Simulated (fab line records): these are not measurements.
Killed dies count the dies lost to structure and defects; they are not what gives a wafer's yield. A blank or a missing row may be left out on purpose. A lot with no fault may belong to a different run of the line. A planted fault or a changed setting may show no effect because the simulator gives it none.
What tool caused it? + flow gf180mcu + 72 wafers from 24 lots sampled at 6 of the route's 602 steps

WHAT THE GAUGES SHOWED, per wafer
GF_M4_THK_MEAS_06: measures by xrf. Usual: M4_ALCU_THK gives 462 nm (standard deviation 7.6).
| lot  | measured     | on            | M4_ALCU_THK (nm) | flag |
|------|--------------|---------------|------------------|------|
| L074 | day 22 12:41 | film_metro-01 | 478 452 455      |      |
| L075 | day 22 19:53 | film_metro-01 | 470 451 457      |      |
| L076 | day 23 05:22 | film_metro-02 | 467 443 444      |      |
| L077 | day 23 14:37 | film_metro-04 | 463 465 463      |      |
| L078 | day 24 00:58 | film_metro-02 | 462 469 472      |      |
| L079 | day 24 11:18 | film_metro-04 | 467 457 461      |      |
| L080 | day 24 23:26 | film_metro-04 | 464 464 472      |      |
| L081 | day 25 01:15 | film_metro-04 | 452 453 457      |      |
| L082 | day 25 16:54 | film_metro-04 | 461 464 458      |      |
| L083 | day 26 04:46 | film_metro-02 | 461 455 463      |      |
| L084 | day 26 07:14 | film_metro-04 | 472 475 466      |      |
| L085 | day 26 13:56 | film_metro-02 | 461 446 459      |      |
| L086 | day 26 17:19 | film_metro-02 | 465 460 461      |      |
| L087 | day 27 07:30 | film_metro-01 | 465 461 468      |      |
| L088 | day 27 12:07 | film_metro-02 | 461 459 453      |      |
| L089 | day 27 18:28 | film_metro-04 | 467 463 460      |      |
| L090 | day 28 04:23 | film_metro-01 | 458 475 460      |      |
| L091 | day 28 08:46 | film_metro-04 | 472 456 468      |      |
| L092 | day 28 13:38 | film_metro-01 | 465 463 465      |      |
| L093 | day 28 23:03 | film_metro-01 | 458 458 457      |      |
| L094 | day 29 05:16 | film_metro-04 | 456 462 471      |      |
| L095 | day 29 08:43 | film_metro-04 | 457 473 455      |      |
| L096 | day 29 15:10 | film_metro-04 | 451 449 458      |      |
| L097 | day 30 02:46 | film_metro-02 | 473 455 464      |      |

GF_MIM_THK_MEAS_06. Usual: MIM_CVD_05_THK gives 42.0 nm (standard deviation 0.57).
| lot  | measured     | on            | MIM_CVD_05_THK (nm) | flag |
|------|--------------|---------------|---------------------|------|
| L074 | day 24 13:21 | film_metro-04 | 42.4 42.6 42.0      |      |
| L075 | day 24 20:35 | film_metro-01 | 41.4 41.7 41.8      |      |
| L076 | day 25 05:00 | film_metro-03 | 41.5 41.8 42.5      |      |
| L077 | day 25 13:55 | film_metro-04 | 41.3 42.0 42.7      |      |
| L078 | day 26 00:07 | film_metro-03 | 41.3 41.3 42.7      |      |
| L079 | day 26 09:56 | film_metro-01 | 42.1 43.0 42.8      |      |
| L080 | day 26 20:58 | film_metro-04 | 41.4 41.4 42.4      |      |
| L081 | day 26 22:13 | film_metro-04 | 41.5 41.6 42.2      |      |
| L082 | day 27 13:41 | film_metro-04 | 41.3 42.2 42.8      |      |
| L083 | day 28 00:13 | film_metro-04 | 41.7 42.7 42.6      |      |
| L084 | day 28 03:01 | film_metro-04 | 42.1 41.7 43.4      |      |
| L085 | day 28 09:39 | film_metro-04 | 41.6 42.9 42.5      |      |
| L086 | day 28 12:42 | film_metro-04 | 41.5 41.4 42.0      |      |
| L087 | day 29 01:56 | film_metro-01 | 41.2 40.9 41.7      |      |
| L088 | day 29 06:26 | film_metro-01 | 41.8 41.4 42.4      |      |
| L089 | day 29 12:05 | film_metro-04 | 41.1 41.8 41.4      |      |
| L090 | day 29 20:40 | film_metro-04 | 42.4 42.2 43.1      |      |
| L091 | day 30 02:02 | film_metro-01 | 41.8 42.1 43.2      |      |
| L092 | day 30 06:35 | film_metro-03 | 41.6 41.2 42.1      |      |
| L093 | day 30 15:05 | film_metro-01 | 42.3 41.7 42.3      |      |
| L094 | day 30 20:38 | film_metro-01 | 41.5 42.7 42.5      |      |
| L095 | day 31 00:32 | film_metro-01 | 42.0 42.5 43.0      |      |
| L096 | day 31 06:17 | film_metro-03 | 41.8 42.5 43.0      |      |
| L097 | day 31 18:20 | film_metro-03 | 42.2 42.9 43.3      |      |

TOOL THAT RAN EACH LOT (tool first, then ch and the chambers of the sampled wafers, then the start)
| lot  | GF_SALICIDE_SPUTTER_03       | GF_M1_SPUTTER_00             | GF_M1_SPUTTER_01             | GF_MIM_SPUTTER_03            |
|------|------------------------------|------------------------------|------------------------------|------------------------------|
| L074 | pvd_sputter-03, day 15 04:19 | pvd_sputter-01, day 16 04:23 | pvd_sputter-01, day 16 04:29 | pvd_sputter-01, day 24 13:13 |
| L075 | pvd_sputter-04, day 15 11:10 | pvd_sputter-02, day 16 10:57 | pvd_sputter-02, day 16 11:03 | pvd_sputter-04, day 24 20:29 |
| L076 | pvd_sputter-03, day 15 19:25 | pvd_sputter-01, day 16 20:09 | pvd_sputter-01, day 16 20:15 | pvd_sputter-04, day 25 04:55 |
| L077 | pvd_sputter-04, day 16 04:14 | pvd_sputter-02, day 17 05:40 | pvd_sputter-02, day 17 05:46 | pvd_sputter-04, day 25 13:49 |
| L078 | pvd_sputter-03, day 16 14:13 | pvd_sputter-04, day 17 15:46 | pvd_sputter-04, day 17 15:52 | pvd_sputter-02, day 26 00:01 |
| L079 | pvd_sputter-03, day 17 01:46 | pvd_sputter-02, day 18 03:30 | pvd_sputter-02, day 18 03:36 | pvd_sputter-02, day 26 09:49 |
| L080 | pvd_sputter-04, day 17 15:22 | pvd_sputter-01, day 18 17:36 | pvd_sputter-01, day 18 17:42 | pvd_sputter-04, day 26 20:52 |
| L081 | pvd_sputter-04, day 17 17:05 | pvd_sputter-04, day 18 18:48 | pvd_sputter-04, day 18 18:54 | pvd_sputter-04, day 26 22:07 |
| L082 | pvd_sputter-03, day 18 08:10 | pvd_sputter-01, day 19 10:46 | pvd_sputter-01, day 19 10:52 | pvd_sputter-02, day 27 13:35 |
| L083 | pvd_sputter-04, day 18 23:38 | pvd_sputter-01, day 20 02:35 | pvd_sputter-01, day 20 02:41 | pvd_sputter-01, day 28 00:07 |
| L084 | pvd_sputter-01, day 19 01:13 | pvd_sputter-04, day 20 04:46 | pvd_sputter-04, day 20 04:52 | pvd_sputter-04, day 28 02:55 |
| L085 | pvd_sputter-01, day 19 08:31 | pvd_sputter-04, day 20 11:49 | pvd_sputter-04, day 20 11:55 | pvd_sputter-04, day 28 09:32 |
| L086 | pvd_sputter-03, day 19 12:37 | pvd_sputter-04, day 20 15:11 | pvd_sputter-04, day 20 15:17 | pvd_sputter-02, day 28 12:37 |
| L087 | pvd_sputter-03, day 20 06:44 | pvd_sputter-01, day 21 08:54 | pvd_sputter-01, day 21 09:00 | pvd_sputter-01, day 29 01:50 |
| L088 | pvd_sputter-01, day 20 12:02 | pvd_sputter-02, day 21 14:25 | pvd_sputter-02, day 21 14:31 | pvd_sputter-02, day 29 06:20 |
| L089 | pvd_sputter-01, day 20 19:51 | pvd_sputter-04, day 21 22:47 | pvd_sputter-04, day 21 22:53 | pvd_sputter-02, day 29 11:59 |
| L090 | pvd_sputter-01, day 21 06:40 | pvd_sputter-04, day 22 09:19 | pvd_sputter-04, day 22 09:25 | pvd_sputter-04, day 29 20:34 |
| L091 | pvd_sputter-04, day 21 11:29 | pvd_sputter-04, day 22 13:58 | pvd_sputter-04, day 22 14:04 | pvd_sputter-01, day 30 01:55 |
| L092 | pvd_sputter-03, day 21 17:37 | pvd_sputter-02, day 22 19:33 | pvd_sputter-02, day 22 19:39 | pvd_sputter-02, day 30 06:29 |
| L093 | pvd_sputter-04, day 22 05:50 | pvd_sputter-04, day 23 07:56 | pvd_sputter-04, day 23 08:02 | pvd_sputter-02, day 30 14:59 |
| L094 | pvd_sputter-01, day 22 12:50 | pvd_sputter-02, day 23 14:26 | pvd_sputter-02, day 23 14:32 | pvd_sputter-04, day 30 20:32 |
| L095 | pvd_sputter-01, day 22 15:37 | pvd_sputter-04, day 23 17:38 | pvd_sputter-04, day 23 17:44 | pvd_sputter-02, day 31 00:26 |
| L096 | pvd_sputter-04, day 23 03:24 | pvd_sputter-04, day 24 04:32 | pvd_sputter-04, day 24 04:38 | pvd_sputter-01, day 31 06:10 |
| L097 | pvd_sputter-01, day 23 13:58 | pvd_sputter-02, day 24 15:14 | pvd_sputter-02, day 24 15:20 | pvd_sputter-01, day 31 18:13 |
- GF_SALICIDE_SPUTTER_03: material TiN, target thk 20 nm, time 16.7 s.
- GF_M1_SPUTTER_00: material Ti, target thk 37.5 nm, time 150 s.
- GF_M1_SPUTTER_01: material TiN, target thk 30 nm, time 25 s.
- GF_MIM_SPUTTER_03: material Ti, target thk 10 nm, time 6.7 s.

WHAT THE TOOLS THEMSELVES READ (means of the sampled wafers that have a number; where no wafer has one, the mark that the record gives instead)
GF_SALICIDE_SPUTTER_03. Usual: throttle_valve_pct at 30.2 %, with a standard deviation of 0.77.
| lot  | tool           | throttle_valve_pct (%) | flag |
|------|----------------|------------------------|------|
| L074 | pvd_sputter-03 | 29.5                   |      |
| L075 | pvd_sputter-04 | 30.5                   |      |
| L076 | pvd_sputter-03 | 29.9                   |      |
| L077 | pvd_sputter-04 | 31.2                   |      |
| L078 | pvd_sputter-03 | 29.7                   |      |
| L079 | pvd_sputter-03 | 29.4                   |      |
| L080 | pvd_sputter-04 | 30.0                   |      |
| L081 | pvd_sputter-04 | 30.3                   |      |
| L082 | pvd_sputter-03 | 29.7                   |      |
| L083 | pvd_sputter-04 | 30.9                   |      |
| L084 | pvd_sputter-01 | 30.5                   |      |
| L085 | pvd_sputter-01 | 30.3                   |      |
| L086 | pvd_sputter-03 | 29.9                   |      |
| L087 | pvd_sputter-03 | 29.7                   |      |
| L088 | pvd_sputter-01 | 30.2                   |      |
| L089 | pvd_sputter-01 | 30.3                   |      |
| L090 | pvd_sputter-01 | 30.4                   |      |
| L091 | pvd_sputter-04 | 30.5                   |      |
| L092 | pvd_sputter-03 | 29.7                   |      |
| L093 | pvd_sputter-04 | 30.3                   |      |
| L094 | pvd_sputter-01 | 30.4                   |      |
| L095 | pvd_sputter-01 | 30.6                   |      |
| L096 | pvd_sputter-04 | 30.7                   |      |
| L097 | pvd_sputter-01 | 30.3                   |      |

GF_M1_SPUTTER_00. Usual: throttle_valve_pct at 30.1 %, with a standard deviation of 1.1.
| lot  | tool           | throttle_valve_pct (%) | flag |
|------|----------------|------------------------|------|
| L074 | pvd_sputter-01 | 30.9                   |      |
| L075 | pvd_sputter-02 | 29.7                   |      |
| L076 | pvd_sputter-01 | 30.5                   |      |
| L077 | pvd_sputter-02 | 30.7                   |      |
| L078 | pvd_sputter-04 | 29.6                   |      |
| L079 | pvd_sputter-02 | 29.6                   |      |
| L080 | pvd_sputter-01 | 30.3                   |      |
| L081 | pvd_sputter-04 | 30.2                   |      |
| L082 | pvd_sputter-01 | 30.6                   |      |
| L083 | pvd_sputter-01 | 30.6                   |      |
| L084 | pvd_sputter-04 | 30.0                   |      |
| L085 | pvd_sputter-04 | 29.5                   |      |
| L086 | pvd_sputter-04 | 30.3                   |      |
| L087 | pvd_sputter-01 | 30.5                   |      |
| L088 | pvd_sputter-02 | 29.6                   |      |
| L089 | pvd_sputter-04 | 31.0                   |      |
| L090 | pvd_sputter-04 | 29.1                   |      |
| L091 | pvd_sputter-04 | 29.1                   |      |
| L092 | pvd_sputter-02 | 29.6                   |      |
| L093 | pvd_sputter-04 | 30.5                   |      |
| L094 | pvd_sputter-02 | 30.3                   |      |
| L095 | pvd_sputter-04 | 29.9                   |      |
| L096 | pvd_sputter-04 | 30.9                   |      |
| L097 | pvd_sputter-02 | 29.7                   |      |

GF_M1_SPUTTER_01. Usual: throttle_valve_pct at 30.1 %, with a standard deviation of 1.
| lot  | tool           | throttle_valve_pct (%) | flag |
|------|----------------|------------------------|------|
| L074 | pvd_sputter-01 | 30.6                   |      |
| L075 | pvd_sputter-02 | 29.7                   |      |
| L076 | pvd_sputter-01 | 30.4                   |      |
| L077 | pvd_sputter-02 | 30.6                   |      |
| L078 | pvd_sputter-04 | 29.5                   |      |
| L079 | pvd_sputter-02 | 29.6                   |      |
| L080 | pvd_sputter-01 | 30.4                   |      |
| L081 | pvd_sputter-04 | 30.3                   |      |
| L082 | pvd_sputter-01 | 30.7                   |      |
| L083 | pvd_sputter-01 | 30.3                   |      |
| L084 | pvd_sputter-04 | 29.9                   |      |
| L085 | pvd_sputter-04 | 29.6                   |      |
| L086 | pvd_sputter-04 | 30.4                   |      |
| L087 | pvd_sputter-01 | 30.3                   |      |
| L088 | pvd_sputter-02 | 29.5                   |      |
| L089 | pvd_sputter-04 | 30.9                   |      |
| L090 | pvd_sputter-04 | 29.4                   |      |
| L091 | pvd_sputter-04 | 29.1                   |      |
| L092 | pvd_sputter-02 | 29.7                   |      |
| L093 | pvd_sputter-04 | 30.4                   |      |
| L094 | pvd_sputter-02 | 30.6                   |      |
| L095 | pvd_sputter-04 | 30.0                   |      |
| L096 | pvd_sputter-04 | 30.8                   |      |
| L097 | pvd_sputter-02 | 29.7                   |      |

GF_MIM_SPUTTER_03. Usual: throttle_valve_pct at 30.0 %, with a standard deviation of 1.1.
| lot  | tool           | throttle_valve_pct (%) | flag |
|------|----------------|------------------------|------|
| L074 | pvd_sputter-01 | 30.7                   |      |
| L075 | pvd_sputter-04 | 30.1                   |      |
| L076 | pvd_sputter-04 | 30.3                   |      |
| L077 | pvd_sputter-04 | 29.6                   |      |
| L078 | pvd_sputter-02 | 30.3                   |      |
| L079 | pvd_sputter-02 | 29.7                   |      |
| L080 | pvd_sputter-04 | 30.5                   |      |
| L081 | pvd_sputter-04 | 29.7                   |      |
| L082 | pvd_sputter-02 | 28.8                   |      |
| L083 | pvd_sputter-01 | 30.6                   |      |
| L084 | pvd_sputter-04 | 28.8                   |      |
| L085 | pvd_sputter-04 | 29.7                   |      |
| L086 | pvd_sputter-02 | 30.6                   |      |
| L087 | pvd_sputter-01 | 30.3                   |      |
| L088 | pvd_sputter-02 | 30.3                   |      |
| L089 | pvd_sputter-02 | 29.8                   |      |
| L090 | pvd_sputter-04 | 30.7                   |      |
| L091 | pvd_sputter-01 | 30.3                   |      |
| L092 | pvd_sputter-02 | 28.7                   |      |
| L093 | pvd_sputter-02 | 29.6                   |      |
| L094 | pvd_sputter-04 | 29.8                   |      |
| L095 | pvd_sputter-02 | 29.6                   |      |
| L096 | pvd_sputter-01 | 30.4                   |      |
| L097 | pvd_sputter-01 | 30.8                   |      |

THE ANSWER, worked out from the rows above alone
Rule: a lot counts as off when the mean over its wafers that have a number is more than 3 standard deviations away from the usual mean. A lot without any number at a reading at which 4 lots or more have one is off too. All remaining lots with rows at the step are treated as sound. First the gauges in route order, then the tools' own readings, where a lot's mean is used as printed above. At the first step where some lot is off, the reading lying furthest off is the one used; lots without a number count as furthest.
Nothing can be told from this: no lot is off at any reading shown.

WHAT HAD BEEN PUT IN BY THE SIMULATOR
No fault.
